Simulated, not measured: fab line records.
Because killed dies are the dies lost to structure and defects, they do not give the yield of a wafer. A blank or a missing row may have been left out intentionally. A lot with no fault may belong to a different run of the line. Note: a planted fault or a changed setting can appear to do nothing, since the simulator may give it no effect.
Problem report, 8D (eight disciplines) form, completed by code | flow sky130 | the parts of the form that need people (team, actions taken, sign-off) are left out

1. WHAT WENT WRONG
SKY_LOCAL_INTERCONNECT_ETCH_13, oes product au: mean 0.716 a.u. on 2 wafers (1 lot); fault-free wafers 0.849 a.u., standard deviation 0.0049. That is -27 standard deviations from the usual mean.
The step: etches BARC in N2/H2, stops on SiO2, time 45.9 s, target depth 60 nm.
First seen on wafer L344.4, day 36 16:49, on rie metal-01. Wafers with a number at this step in the record: 33, from 11 lots. The rule behind "out" and "out of limits": a value lying over 4 standard deviations away from the usual mean. Any other wafer with a number is counted as sound.

2. WHAT IT IS AND WHAT IT IS NOT
question                    | is                           | is not
which readings at this step | oes product au, run length s | drypump motor current A
which lots                  | L344                         | L328, L329, L330, L331, L335, L336, L337, L338, L349, L351
which wafers of those lots  | L344.4, L344.5               | L344.2
read on which tools         | rie metal-01                 | rie metal-03, rie metal-04
when                        | from day 36 16:49            | up to then (25 sound wafers); but 6 sound wafers of L349, L351 came after

3. SUSPECTS, AND WHAT RULES EACH OUT
Counting: a tool at a process step up to the reading stays a suspect if it ran every lot that is out. Sound lots after the first of them don't rule it out here, since some wafers of a struck lot are sound.
- plasma asher-04 at SKY_LI_CONTACT_STRIP_16 (strips in O2/N2): kept. It processed L344, the lot that is out, at day 35 12:23, and its most recent sound lot before then was L337 at day 33 02:30.
- pvd sputter-02 at SKY_LI_CONTACT_SPUTTER_19 (material Ti, target thk 20 nm, time 106.37 s): kept. It processed L344, the lot that is out, at day 35 12:40, and its most recent sound lot before then was L338 at day 33 07:07.
- rie metal-01 at SKY_LOCAL_INTERCONNECT_ETCH_13 (etches BARC in N2/H2, stops on SiO2, time 45.9 s, target depth 60 nm): kept. It processed L344, the lot that is out, at day 36 16:49, and its most recent sound lot before then was L338 at day 34 11:49. On those wafers its own readings are out: oes product au, run length s.
- At SKY_LOCAL_INTERCONNECT_ETCH_13 on rie metal-01, chamber 0 took the sound wafers of the same lots and chamber 1 took the wafers that are out.
plasma asher-04 at SKY_LI_CONTACT_STRIP_16, pvd sputter-02 at SKY_LI_CONTACT_SPUTTER_19 and rie metal-01 at SKY_LOCAL_INTERCONNECT_ETCH_13 are what is left after counting.

4. THE CAUSE (what the simulator had put in)
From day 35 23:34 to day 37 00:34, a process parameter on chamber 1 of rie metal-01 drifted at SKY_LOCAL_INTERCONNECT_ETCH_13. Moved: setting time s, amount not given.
Counting leaves 3 suspects; this tool is one of them.

5. THE CHAIN OF EFFECTS, in route order
Each row: a reading where the mean over the struck wafers with a number is more than 3 standard deviations away from the usual. Scope: only readings with a usual standard deviation given in the record; hours: median across lots of the time from each lot's start at the first step in this table that gives one to its start at this step; sigmas: change in usual standard deviations.
hours | step                            | reading                  | usual      | on struck wafers | change | sigmas
0     | SKY_LOCAL_INTERCONNECT_ETCH_13  | oes product au           | 0.849 a.u. | 0.716            | -0.133 | -27
0     | SKY_LOCAL_INTERCONNECT_ETCH_13  | run length s             | 74.2 s     | 93.2             | +19.0  | +27
0     | SKY_LOCAL_INTERCONNECT_STRIP_15 | strip time to endpoint s | 4.711 s    | 4.544            | -0.167 | -9.3
Here are the process steps it includes:
- SKY_LOCAL_INTERCONNECT_ETCH_13: etches BARC in N2/H2, stops on SiO2, time 45.9 s, target depth 60 nm.
- SKY_LOCAL_INTERCONNECT_STRIP_15: strips in O2/N2.

6. HOW IT WOULD HAVE BEEN CAUGHT EARLIER
The fault began at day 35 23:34; the first out-of-limits reading in this record came at day 36 16:49, 17 hours later.
